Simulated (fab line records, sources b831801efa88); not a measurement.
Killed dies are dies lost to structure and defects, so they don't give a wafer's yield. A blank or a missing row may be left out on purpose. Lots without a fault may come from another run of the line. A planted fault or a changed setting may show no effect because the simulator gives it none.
A struck lot beside a sound one | flow gf180mcu | 15 steps out of a route of 602
Sound: wafers L430.1, L430.4, L430.6. Struck: wafer L445.5. (L445.2, L445.3 of the same lot were not struck and are left out.) The cause comes at the end.
At each step with rows: each side's tool, then ch and its chambers, then its first start. Under that, the readings that differ: sound wafers | struck wafers | difference of the means | sigmas: that difference in standard deviations of wafers without a fault.
alike: readings whose means differ by less than 2 such deviations, and words and numbers that are the same on both sides. not compared: withheld readings, readings that some wafer has no value for, bounds like >300 that may hide the same value, and numbers for which the record gives no deviation and whose values overlap.
The two part at a step that has a row with sigmas, a row that says differs or no value, or rows on one side only. Numbers that don't overlap but have no deviation are shown without sigmas and don't part them. A reading that every wafer of one side lacks parts them only if that side has two wafers or more.

first, 3 steps without rows for these wafers: GF_M5_EXPOSE_04 (exposes mask Metal5, target cd 280 nm); GF_M5_PEB_05 (peb time 90 s); GF_M5_DEVELOP_06 (develop time 60 s).
GF_M5_CD_MEAS_07: target cd 280 nm.
  sound on cd_sem-02, day 27 21:26; struck on cd_sem-01, day 32 03:41
  alike: cd_nm
GF_M5_OVL_MEAS_08:
  sound on overlay-01, day 27 21:34; struck on overlay-02, day 32 03:47
  alike: M5_OVL
GF_M5_ETCH_09: etches Si3N4 in CF4/O2, target depth 52 nm, time 11.6 s.
  sound on rie_diel-04 ch 0,1,3, day 27 21:36; struck on rie_diel-03 ch 0, day 32 03:49
  reading             | sound              | struck | difference | sigmas
  O2_flow_sccm (sccm) | 10.073 9.994 9.941 | 9.935  | -0.068     | -2
  alike: drypump_motor_current_A, oes_product_au, throttle_valve_pct
  not compared: rf_hours_counter_h
GF_M5_METAL_ETCH_10: etches the open film in Cl2/BCl3, stops on SiO2, target depth 627.5 nm, time 104.6 s.
  sound on rie_metal-04 ch 1, day 27 21:37; struck on rie_metal-01 ch 1, day 32 03:50
  reading                     | sound       | struck | difference | sigmas
  drypump_motor_current_A (A) | 4.7 4.7 4.7 | 5.9    | +1.2       | +2
  alike: oes_product_au, throttle_valve_pct
  not compared: rf_hours_counter_h
GF_M5_STRIP_11: strips in O2/N2.
  sound on plasma_asher-03 ch 0, day 27 21:44; struck on plasma_asher-04 ch 1, day 32 03:58
  reading                      | sound          | struck | difference | sigmas
  strip_time_to_endpoint_s (s) | 7.54 7.50 7.50 | 7.60   | +0.09      | +2
  alike: drypump_motor_current_A, heater_power_w, oes_product_au
  not compared: rf_hours_counter_h
then, 3 steps without rows for these wafers: GF_M5_STRIP_12 (strips in post etch residue remover, time 1200 s); GF_M5_CLEAN_13 (cleans in DIW); GF_V5_CVD_00 (deposits SiO2, target thk 300 nm, time 50 s).
GF_V5_THK_MEAS_01:
  sound on film_metro-01, day 27 22:19; struck on film_metro-04, day 32 04:32
  alike: V5_CVD_00_THK
GF_V5_CVD_02: deposits SiO2 from TEOS, target thk 1450 nm, time 163.28 s.
  sound on pecvd-02 ch 0,1,2, day 27 22:22; struck on pecvd-03 ch 2, day 32 04:35
  reading                             | sound          | struck | difference | sigmas
  model.SiO2_of_V5_CVD_02.thk_nm (nm) | 1429 1442 1441 | 1546   | +109       |
  alike: heater_power_w
GF_V5_THK_MEAS_03:
  sound on film_metro-01, day 27 22:29; struck on film_metro-02, day 32 05:01
  reading            | sound          | struck | difference | sigmas
  V5_CVD_02_THK (nm) | 1429 1442 1440 | 1546   | +109       | +6
  not compared: hold
GF_V5_CMP_04: polishes SiO2.
  sound on cmp-02 ch 0,1,3, day 27 22:34; struck on cmp-01 ch 2, day 32 07:41
  reading | sound | struck                   | difference                   | sigmas
  hold    | - - - | await_dispo/2.6h/release | no value on the sound wafers |
  alike: motor_current_A, retaining_ring_pressure_frac

WHERE THEY PART
First at GF_M5_ETCH_09; last, within this record, at GF_V5_CMP_04.

WHY: what the simulator had put in
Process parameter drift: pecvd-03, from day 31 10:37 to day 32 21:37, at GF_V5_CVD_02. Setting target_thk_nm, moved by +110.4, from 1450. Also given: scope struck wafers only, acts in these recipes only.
